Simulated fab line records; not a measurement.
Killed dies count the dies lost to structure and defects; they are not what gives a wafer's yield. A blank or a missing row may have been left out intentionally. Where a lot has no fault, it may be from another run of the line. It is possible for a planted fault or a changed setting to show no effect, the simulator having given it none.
Which tool was responsible? ; flow gf180mcu ; 13 lots, 39 wafers sampled, at 3 steps of a route of 602

WHAT THE GAUGES READ, wafer by wafer
GF_PASSIVATION_THK_MEAS_01.
lot;measured;on;PASSIVATION_CVD_00_THK (nm)
L711;day 28 01:46;filmMetro-04;996 976 1012
L712;day 28 09:08;filmMetro-03;981 979 988
L713;day 28 14:25;filmMetro-04;980 978 986
L714;day 29 04:21;filmMetro-02;994 993 1004
L716;day 29 12:45;filmMetro-02;997 999 1004
L719;day 30 12:55;filmMetro-04;1000 1005 1026
L721;day 31 04:58;filmMetro-03;1013 1017 1012
L722;day 31 07:58;filmMetro-03;1020 1027 1028
L723;day 31 14:34;filmMetro-04;1000 1026 1009
L728;day 32 18:47;filmMetro-02;983 985 1017
L729;day 33 00:48;filmMetro-02;1001 991 997
L731;day 33 14:18;filmMetro-04;998 1012 1025
L734;day 34 10:14;filmMetro-03;1005 1018 999

EACH LOT AND THE TOOL THAT RAN IT (in order: tool; ch and the chambers of the sampled wafers; start)
lot;GF_DUAL_GATE_WET_ETCH_12;GF_V5_STRIP_18
L711;wetBench-02 ch 2, day 8 09:04;plasmaAsher-02 ch 0,1, day 27 03:37
L712;wetBench-02 ch 3, day 8 14:53;plasmaAsher-04 ch 0,1, day 27 10:55
L713;wetBench-04 ch 3, day 8 20:11;plasmaAsher-04 ch 0,1, day 27 15:55
L714;wetBench-02 ch 1, day 9 05:40;plasmaAsher-04 ch 0,1, day 28 06:44
L716;wetBench-02 ch 1, day 9 16:55;plasmaAsher-01 ch 0,1, day 28 14:49
L719;wetBench-02 ch 2, day 10 17:28;plasmaAsher-02 ch 1, day 29 15:35
L721;wetBench-02 ch 2, day 11 05:43;plasmaAsher-04 ch 0,1, day 30 08:22
L722;wetBench-04 ch 1, day 11 12:10;plasmaAsher-01 ch 0,1, day 30 12:37
L723;wetBench-02 ch 0, day 11 19:20;plasmaAsher-04 ch 1, day 30 18:47
L728;wetBench-01 ch 3, day 13 04:53;plasmaAsher-01 ch 0,1, day 32 00:28
L729;wetBench-04 ch 0, day 13 12:10;plasmaAsher-02 ch 0,1, day 32 05:56
L731;wetBench-01 ch 2, day 14 02:56;plasmaAsher-04 ch 0,1, day 32 20:46
L734;wetBench-01 ch 0, day 15 00:43;plasmaAsher-04 ch 0,1, day 33 16:49
- GF_DUAL_GATE_WET_ETCH_12: etches SiO2 in dHF, target depth 13 nm, time 260 s.
- GF_V5_STRIP_18: strips in O2/N2.

AS READ BY THE TOOLS THEMSELVES (means over the sampled wafers that have a number; for cases with no such wafer, the mark the record gives instead)
GF_V5_STRIP_18.
lot;tool;drypumpMotorCurrentA (A);heaterPowerW (W);n2FlowSccm (sccm);oesProductAu (a.u.)
L711;plasmaAsher-02;5.5;282;299.4;0.562
L712;plasmaAsher-04;5.0;341;299.2;0.570
L713;plasmaAsher-04;5.1;311;300.7;0.570
L714;plasmaAsher-04;5.1;331;300.1;0.569
L716;plasmaAsher-01;5.7;325;298.9;0.571
L719;plasmaAsher-02;5.3;307;301.5;0.565
L721;plasmaAsher-04;5.0;315;300.0;0.567
L722;plasmaAsher-01;6.1;314;298.9;0.575
L723;plasmaAsher-04;5.1;294;299.6;0.569
L728;plasmaAsher-01;5.7;347;300.2;0.564
L729;plasmaAsher-02;5.5;279;299.8;0.571
L731;plasmaAsher-04;5.0;338;299.6;0.571
L734;plasmaAsher-04;5.0;315;299.9;0.568

THE ANSWER, worked out from the rows above alone
Rule: the usual values come from the lots themselves. Put in order of their means at a reading, lots are off if they are a third of the lots or fewer, leave a main group of 4 or more, and stand apart from it by a gap of 3 or more times the standard deviation of the main group's means; of several such gaps the widest counts. A main group is skipped when, at the precision printed for the reading in the tables above, its means are all equal. A lot without any number at a reading at which 4 lots or more have one is off too. The other lots that the step has rows for count as sound. The gauges are gone through in route order, then the tools' own readings, and for those a lot's mean is taken as printed above. At the first step where some lot is off, the reading lying furthest off is the one used; lots without a number count as furthest.
No lot is off at any reading shown: from this, nothing can be told.

WHAT THE SIMULATOR HAD INSERTED
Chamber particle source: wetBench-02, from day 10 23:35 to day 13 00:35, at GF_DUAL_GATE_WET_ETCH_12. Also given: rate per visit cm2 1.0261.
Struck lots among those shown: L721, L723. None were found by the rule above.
